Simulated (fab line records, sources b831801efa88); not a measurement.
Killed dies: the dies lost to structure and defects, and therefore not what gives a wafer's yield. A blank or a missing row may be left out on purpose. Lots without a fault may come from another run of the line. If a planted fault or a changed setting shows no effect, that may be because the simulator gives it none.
Problem report, 8D (eight disciplines) form, completed by code -- flow sfq-line -- the parts of the form that need people (team, actions taken, sign-off) are left out

## 1. THE ISSUE
Mean L0_MONX_KI_RS at SFQ_L0_RS_MEAS_901: 62.6 ohm/sq over 2 wafers in 2 lots; fault-free wafers: 43.8 ohm/sq, standard deviation 0.51. Relative to the usual mean, that is a shift of +37 standard deviations.
The step: measures by four-point-probe.
First observed at day 4 00:34: wafer L371.2, on film-metro-01. At this step, 42 wafers from 14 lots have a number in the record. By rule, "out" or "out of limits" means more than 4 standard deviations away from the usual mean. Any other wafer with a number is counted as sound.

## 2. WHAT IT IS; WHAT IT IS NOT
question,is,is not
which readings at this step,L0_MONX_KI_RS,-
which lots,"L371, L372","L360, L361, L362, L364, L365, L366, L373, L376, L377, L379, L380, L381"
which wafers of those lots,"L371.2, L372.3","L371.1, L371.4, L372.1, L372.4"
read on which gauges,"film-metro-01, film-metro-04",film-metro-02
when,from day 4 00:34,"up to then (20 sound wafers); but 20 sound wafers of L372, L373, L376, L377, L379, L380, L381 came after"

## 3. THE SUSPECTS, EACH WITH WHAT RULES IT OUT
Counting: a tool at a process step up to the reading stays a suspect if it ran every lot that is out. Sound lots after the first of them don't rule it out here, since some wafers of a struck lot are sound.
- the gauge at SFQ_L0_RS_MEAS_901 has been ruled out. 2 gauges (film-metro-01, film-metro-04) read the wafers that are out.
- pvd-sputter-04 at SFQ_TRILAYER_L0_DEP_SPUTTER_003 (material MoNx KI, target thk 40 nm, time 100 s): kept. Every lot that is out went through it, the first being L371 (day 4 00:29); the last sound lot it ran before that was L366 (day 2 23:29).
Remaining after the count: pvd-sputter-04 at SFQ_TRILAYER_L0_DEP_SPUTTER_003.

## 4. THE CAUSE (what the simulator had put in)
Site profile drift: pvd-sputter-04, from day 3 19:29 on, at SFQ_TRILAYER_L0_DEP_SPUTTER_003. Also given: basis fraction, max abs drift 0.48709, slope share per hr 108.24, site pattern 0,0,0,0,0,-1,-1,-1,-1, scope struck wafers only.
Counting left only this tool.

## 5. THE CHAIN OF EFFECTS, in route order
Each row: a reading whose mean over the struck wafers that have a number lies more than 3 standard deviations from the usual. Only readings for which the record gives a usual standard deviation are gone through. hours: the time from each lot's start at the first step in this table that gives one to its start at this step, as a median over the lots. sigmas: the change in usual standard deviations.
hours,step,reading,usual,on struck wafers,change,sigmas
0,SFQ_L0_RS_MEAS_901,L0_MONX_KI_RS,43.8 ohm/sq,62.6,+18.8,+37
0,SFQ_L0_THK_MEAS_902,L0_MONX_KI_THK,40.3 nm,31.5,-8.8,-18
79,SFQ_TRILAYER_L0_ETCH_METAL_ETCH_008,oes-product-au,0.870 a.u.,0.761,-0.109,-15
Its process steps:
- SFQ_TRILAYER_L0_ETCH_METAL_ETCH_008: etches MoNx KI in SF6/O2, stops on SiO2, target depth 50 nm, time 25 s.
Later measuring or inspecting steps at which every struck wafer that the step has a row for has a number for every such reading, and none has moved that far: SFQ_R5_OVL_MEAS_935.

## 6. HOW IT WOULD HAVE BEEN CAUGHT EARLIER
The first out-of-limits reading at a measuring or inspecting step in this record came at day 4 00:34, 5 hours after the fault's start at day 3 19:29.
An alarm limit of 4 standard deviations would not have fired on the tool readings at SFQ_TRILAYER_L0_DEP_SPUTTER_003 for which the record gives a usual standard deviation, since none of them was out on any struck wafer.
Of the lots that are out (2), L372 began SFQ_TRILAYER_L0_DEP_SPUTTER_003 on pvd-sputter-04 after day 4 00:34. A tool hold placed at that time would have kept it from harm.
